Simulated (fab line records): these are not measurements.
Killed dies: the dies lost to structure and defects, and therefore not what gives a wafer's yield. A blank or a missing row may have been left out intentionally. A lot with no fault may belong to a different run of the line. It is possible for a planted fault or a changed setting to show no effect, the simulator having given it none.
Which tool is to blame?	flow sky130	24 lots with 72 wafers sampled at 6 steps, on a route of 708 steps

## WHAT THE GAUGES READ, wafer by wafer
SKY_VIA1_BOW_MEAS_03. Usual: VIA1_BOW typically reads 80 um, with standard deviation 7.1.
lot	measured	on	VIA1_BOW (um)	flag
L074	day 32 19:07	filmMetro-01	84 79 92	
L075	day 32 19:58	filmMetro-01	85 72 87	
L076	day 32 22:26	filmMetro-03	74 80 76	
L077	day 33 21:26	filmMetro-01	82 68 70	
L079	day 34 11:50	filmMetro-04	78 78 67	
L078	day 34 12:41	filmMetro-01	86 87 81	
L082	day 37 01:31	filmMetro-01	78 83 76	
L084	day 37 02:41	filmMetro-03	78 86 83	
L080	day 37 02:29	filmMetro-04	85 85 86	
L081	day 37 05:39	filmMetro-01	83 68 67	
L085	day 37 06:10	filmMetro-04	76 61 85	
L087	day 37 06:27	filmMetro-03	84 72 74	
L086	day 37 07:28	filmMetro-04	75 67 71	
L083	day 37 07:23	filmMetro-01	88 78 76	
L088	day 37 07:41	filmMetro-01	74 73 77	
L089	day 37 08:08	filmMetro-01	74 90 78	
L090	day 37 22:10	filmMetro-03	85 78 85	
L091	day 37 23:22	filmMetro-03	81 82 90	
L092	day 38 03:39	filmMetro-01	82 89 78	
L093	day 38 16:49	filmMetro-04	81 84 77	
L094	day 38 17:45	filmMetro-01	78 73 90	
L095	day 38 23:43	filmMetro-04	84 83 86	
L096	day 40 13:14	filmMetro-03	87 82 84	
L097	day 40 13:30	filmMetro-04	88 85 77	

SKY_METAL4_OVL_MEAS_14. Usual: METAL4_OVL typically reads -1 nm, with standard deviation 4.8.
lot	measured	on	METAL4_OVL (nm)	flag
L074	day 41 15:37	overlay-01	-2 -8 -4	
L075	day 41 19:26	overlay-02	-1 4 2	
L076	day 41 20:17	overlay-02	5 7 5	
L077	day 42 16:17	overlay-01	7 -5 11	
L079	day 43 03:37	overlay-02	-3 8 5	
L078	day 43 08:38	overlay-01	-8 -3 -8	
L082	day 45 09:20	overlay-01	4 -3 5	
L084	day 45 11:21	overlay-01	-7 -8 -7	
L080	day 45 10:22	overlay-01	-11 -2 -10	
L081	day 45 13:38	overlay-02	-3 -3 -3	
L085	day 45 14:00	overlay-01	5 -2 -5	
L087	day 45 15:53	overlay-02	1 6 -3	
L086	day 45 16:14	overlay-01	3 -3 -5	
L083	day 45 15:32	overlay-01	-6 2 -3	
L088	day 45 16:32	overlay-02	2 -1 -9	
L089	day 45 17:41	overlay-02	4 5 -3	
L090	day 46 03:49	overlay-01	0 3 0	
L091	day 46 04:28	overlay-01	-2 -5 -5	
L092	day 46 05:14	overlay-02	-3 -2 -4	
L093	day 46 17:23	overlay-02	-4 0 -7	
L094	day 46 18:24	overlay-01	0 -6 -3	
L095	day 46 23:02	overlay-02	-2 2 0	
L096	day 48 04:05	overlay-02	7 2 0	
L097	day 48 05:14	overlay-01	-3 -5 4	

SKY_PASSIVATION_THK_MEAS_03. Usual: PASSIVATION_CVD_02_THK typically reads 537 nm, with standard deviation 7.8.
lot	measured	on	PASSIVATION_CVD_02_THK (nm)	flag
L074	day 43 18:47	filmMetro-03	525 520 537	
L075	day 43 23:15	filmMetro-03	535 526 544	
L076	day 43 23:29	filmMetro-01	531 529 540	
L077	day 44 18:46	filmMetro-04	531 536 535	
L079	day 45 05:00	filmMetro-01	525 531 526	
L078	day 45 09:07	filmMetro-03	534 529 537	
L082	day 47 04:56	filmMetro-01	533 534 549	
L084	day 47 07:33	filmMetro-03	527 542 539	
L080	day 47 06:02	filmMetro-04	534 541 544	
L081	day 47 09:56	filmMetro-04	528 545 540	
L085	day 47 11:34	filmMetro-04	530 551 536	
L087	day 47 12:38	filmMetro-04	525 533 542	
L086	day 47 12:54	filmMetro-03	540 538 541	
L083	day 47 12:28	filmMetro-04	543 536 545	
L088	day 47 13:16	filmMetro-03	526 536 541	
L089	day 47 13:32	filmMetro-04	519 529 539	
L090	day 47 23:44	filmMetro-03	533 546 532	
L091	day 48 00:23	filmMetro-04	523 538 535	
L092	day 48 01:45	filmMetro-04	541 545 545	
L093	day 48 14:08	filmMetro-03	544 543 534	
L094	day 48 15:28	filmMetro-04	533 545 549	
L095	day 48 18:29	filmMetro-01	533 538 543	
L096	day 49 20:46	filmMetro-03	538 529 549	
L097	day 49 21:52	filmMetro-03	537 537 552	

## EACH LOT AND THE TOOL THAT RAN IT (in order: tool; ch and the chambers of the sampled wafers; start)
lot	SKY_CONTACT_ETCH_16	SKY_METAL2_ETCH_18	SKY_CAPM_STRIP_14
L074	rieDiel-03 ch 0,1, day 31 13:34	rieMetal-01 ch 0,1, day 35 00:51	plasmaAsher-03 ch 0,1, day 37 07:33
L075	rieDiel-04 ch 0,1,3, day 31 15:07	rieMetal-03 ch 0,1, day 35 03:13	plasmaAsher-03 ch 0,1, day 37 10:14
L076	rieDiel-03 ch 1,2,3, day 31 16:55	rieMetal-02 ch 0,1, day 35 05:52	plasmaAsher-02 ch 0,1, day 37 12:03
L077	rieDiel-02 ch 0,1, day 32 15:22	rieMetal-03 ch 0,1, day 36 02:59	plasmaAsher-03 ch 0,1, day 38 10:17
L079	rieDiel-02 ch 0,3, day 33 06:13	rieMetal-01 ch 0,1, day 36 18:19	plasmaAsher-03 ch 0,1, day 39 01:17
L078	rieDiel-02 ch 1,2,3, day 33 07:37	rieMetal-01 ch 0,1, day 36 19:42	plasmaAsher-02 ch 0,1, day 39 03:20
L082	rieDiel-04 ch 1,2, day 35 20:22	rieMetal-03 ch 0,1, day 39 07:09	plasmaAsher-02 ch 0,1, day 41 10:47
L084	rieDiel-02 ch 0,2, day 35 20:43	rieMetal-03 ch 0,1, day 39 09:04	plasmaAsher-01 ch 0,1, day 41 12:23
L080	rieDiel-03 ch 0,2, day 35 21:22	rieMetal-01 ch 1, day 39 07:30	plasmaAsher-02 ch 1, day 41 11:23
L081	rieDiel-04 ch 0,1,2, day 36 00:19	rieMetal-01 ch 0,1, day 39 10:42	plasmaAsher-01 ch 0,1, day 41 14:20
L085	rieDiel-03 ch 0,1, day 36 00:40	rieMetal-03 ch 0,1, day 39 11:04	plasmaAsher-02 ch 0,1, day 41 14:56
L087	rieDiel-04 ch 1,2, day 36 00:49	rieMetal-02 ch 0,1, day 39 12:03	plasmaAsher-01 ch 0,1, day 41 16:41
L086	rieDiel-02 ch 0,1,3, day 36 01:55	rieMetal-01 ch 0,1, day 39 12:42	plasmaAsher-03 ch 0,1, day 41 16:47
L083	rieDiel-03 ch 0,1,2, day 36 02:13	rieMetal-01 ch 0,1, day 39 12:11	plasmaAsher-01 ch 0,1, day 41 15:54
L088	rieDiel-04 ch 1,2,3, day 36 02:34	rieMetal-03 ch 0,1, day 39 13:08	plasmaAsher-01 ch 0,1, day 41 16:59
L089	rieDiel-02 ch 0,2,3, day 36 03:10	rieMetal-02 ch 0,1, day 39 13:29	plasmaAsher-03 ch 0,1, day 41 17:35
L090	rieDiel-03 ch 0,1,2, day 36 17:34	rieMetal-01 ch 0,1, day 40 03:36	plasmaAsher-03 ch 0, day 42 05:50
L091	rieDiel-04 ch 0,1, day 36 18:43	rieMetal-02 ch 0, day 40 04:36	plasmaAsher-02 ch 0,1, day 42 07:14
L092	rieDiel-04 ch 0,2, day 36 22:55	rieMetal-01 ch 0, day 40 07:44	plasmaAsher-03 ch 1, day 42 10:06
L093	rieDiel-02 ch 1,2,3, day 37 12:16	rieMetal-02 ch 0,1, day 40 20:04	plasmaAsher-03 ch 0,1, day 42 21:30
L094	rieDiel-03 ch 0,3, day 37 12:55	rieMetal-01 ch 0,1, day 40 21:56	plasmaAsher-01 ch 0,1, day 42 23:45
L095	rieDiel-03 ch 0,3, day 37 19:10	rieMetal-02 ch 0,1, day 41 01:48	plasmaAsher-03 ch 0,1, day 43 04:02
L096	rieDiel-03 ch 0,2,3, day 39 09:22	rieMetal-01 ch 0,1, day 42 14:00	plasmaAsher-03 ch 0,1, day 44 13:53
L097	rieDiel-02 ch 0,1,3, day 39 09:43	rieMetal-03 ch 0,1, day 42 14:21	plasmaAsher-01 ch 0,1, day 44 14:11
- SKY_CONTACT_ETCH_16: etches BARC in N2/H2, stops on SiO2, time 45.9 s, target depth 60 nm.
- SKY_METAL2_ETCH_18: etches BARC in N2/H2, stops on SiO2, time 45.9 s, target depth 60 nm.
- SKY_CAPM_STRIP_14: strips in O2/N2.

## WHAT THE TOOLS THEMSELVES READ (means of the sampled wafers that have a number; where no wafer has one, the mark that the record gives instead)
SKY_CONTACT_ETCH_16. Usual: drypumpMotorCurrentA 5.6 A, standard deviation 0.52; oesProductAu 0.855 a.u., standard deviation 0.0048; throttleValvePct 13.225 %, standard deviation 0.0092.
lot	tool	drypumpMotorCurrentA (A)	oesProductAu (a.u.)	throttleValvePct (%)	flag
L074	rieDiel-03	5.5	0.853	13.226	
L075	rieDiel-04	5.2	0.858	13.224	
L076	rieDiel-03	5.7	0.854	13.227	
L077	rieDiel-02	5.9	0.855	13.221	
L079	rieDiel-02	6.3	0.854	13.218	
L078	rieDiel-02	5.4	0.855	13.227	
L082	rieDiel-04	5.9	0.851	13.221	
L084	rieDiel-02	5.4	0.856	13.235	
L080	rieDiel-03	5.7	0.850	13.234	
L081	rieDiel-04	5.6	0.861	13.220	
L085	rieDiel-03	5.3	0.859	13.222	
L087	rieDiel-04	6.1	0.859	13.230	
L086	rieDiel-02	6.0	0.850	13.227	
L083	rieDiel-03	5.5	0.851	13.225	
L088	rieDiel-04	5.7	0.849	13.229	
L089	rieDiel-02	5.7	0.855	13.229	
L090	rieDiel-03	5.6	0.852	13.233	
L091	rieDiel-04	5.4	0.855	13.220	
L092	rieDiel-04	5.4	0.858	13.227	
L093	rieDiel-02	5.4	0.849	13.225	
L094	rieDiel-03	6.0	0.859	13.222	
L095	rieDiel-03	5.8	0.856	13.227	
L096	rieDiel-03	5.9	0.855	13.210	
L097	rieDiel-02	6.0	0.856	13.222	

SKY_METAL2_ETCH_18. Usual: drypumpMotorCurrentA 5.9 A, standard deviation 0.74; oesProductAu 0.855 a.u., standard deviation 0.0046; throttleValvePct 13.224 %, standard deviation 0.0083.
lot	tool	drypumpMotorCurrentA (A)	oesProductAu (a.u.)	throttleValvePct (%)	flag
L074	rieMetal-01	5.5	0.846	13.220	
L075	rieMetal-03	6.0	0.854	13.225	
L076	rieMetal-02	6.2	0.854	13.230	
L077	rieMetal-03	6.0	0.856	13.220	
L079	rieMetal-01	6.1	0.852	13.223	
L078	rieMetal-01	5.5	0.861	13.231	
L082	rieMetal-03	6.1	0.850	13.221	
L084	rieMetal-03	6.0	0.857	13.231	
L080	rieMetal-01	4.8	0.849	13.229	
L081	rieMetal-01	6.1	0.855	13.219	
L085	rieMetal-03	6.0	0.857	13.232	
L087	rieMetal-02	5.8	0.856	13.233	
L086	rieMetal-01	5.5	0.851	13.225	
L083	rieMetal-01	6.1	0.861	13.225	
L088	rieMetal-03	6.0	0.853	13.215	
L089	rieMetal-02	5.8	0.858	13.228	
L090	rieMetal-01	6.1	0.858	13.221	
L091	rieMetal-02	5.5	0.856	13.226	
L092	rieMetal-01	6.8	0.851	13.223	
L093	rieMetal-02	5.8	0.855	13.223	
L094	rieMetal-01	5.5	0.853	13.230	
L095	rieMetal-02	6.2	0.857	13.227	
L096	rieMetal-01	6.1	0.858	13.221	
L097	rieMetal-03	6.0	0.852	13.226	

SKY_CAPM_STRIP_14. Usual: drypumpMotorCurrentA 5.31 A, standard deviation 0.24; oesProductAu 0.710 a.u., standard deviation 0.0045; stripTimeToEndpointS 12.68 s, standard deviation 0.043.
lot	tool	drypumpMotorCurrentA (A)	oesProductAu (a.u.)	stripTimeToEndpointS (s)	flag
L074	plasmaAsher-03	5.34	0.702	12.68	
L075	plasmaAsher-03	5.36	0.708	12.67	
L076	plasmaAsher-02	5.12	0.706	12.75	
L077	plasmaAsher-03	5.46	0.709	12.68	
L079	plasmaAsher-03	5.45	0.705	12.68	
L078	plasmaAsher-02	5.31	0.714	12.67	
L082	plasmaAsher-02	5.13	0.706	12.65	
L084	plasmaAsher-01	5.17	0.711	12.65	
L080	plasmaAsher-02	4.93	0.711	12.65	
L081	plasmaAsher-01	5.16	0.714	12.67	
L085	plasmaAsher-02	5.12	0.707	12.59	
L087	plasmaAsher-01	5.35	0.710	12.66	
L086	plasmaAsher-03	5.38	0.705	12.65	
L083	plasmaAsher-01	5.14	0.708	12.66	
L088	plasmaAsher-01	5.32	0.708	12.73	
L089	plasmaAsher-03	5.45	0.713	12.67	
L090	plasmaAsher-03	5.55	0.716	12.68	
L091	plasmaAsher-02	5.31	0.710	12.71	
L092	plasmaAsher-03	5.27	0.709	12.68	
L093	plasmaAsher-03	5.37	0.713	12.73	
L094	plasmaAsher-01	5.35	0.709	12.71	
L095	plasmaAsher-03	5.44	0.708	12.66	
L096	plasmaAsher-03	5.37	0.711	12.70	
L097	plasmaAsher-01	5.32	0.706	12.67	

## THE ANSWER, worked out from the rows above alone
Rule: a lot counts as off when the mean over its wafers that have a number is more than 3 standard deviations away from the usual mean. Also off: a lot with no number at a reading for which 4 or more lots have one. The other lots that the step has rows for count as sound. The gauges are gone through in route order, then the tools' own readings, and for those a lot's mean is taken as printed above. The first step at which some lot is off is used, and at that step the reading that is off furthest; a lot without a number counts as furthest.
None of the lots is off at any reading shown; this tells nothing.

## WHAT THE SIMULATOR HAD PUT IN
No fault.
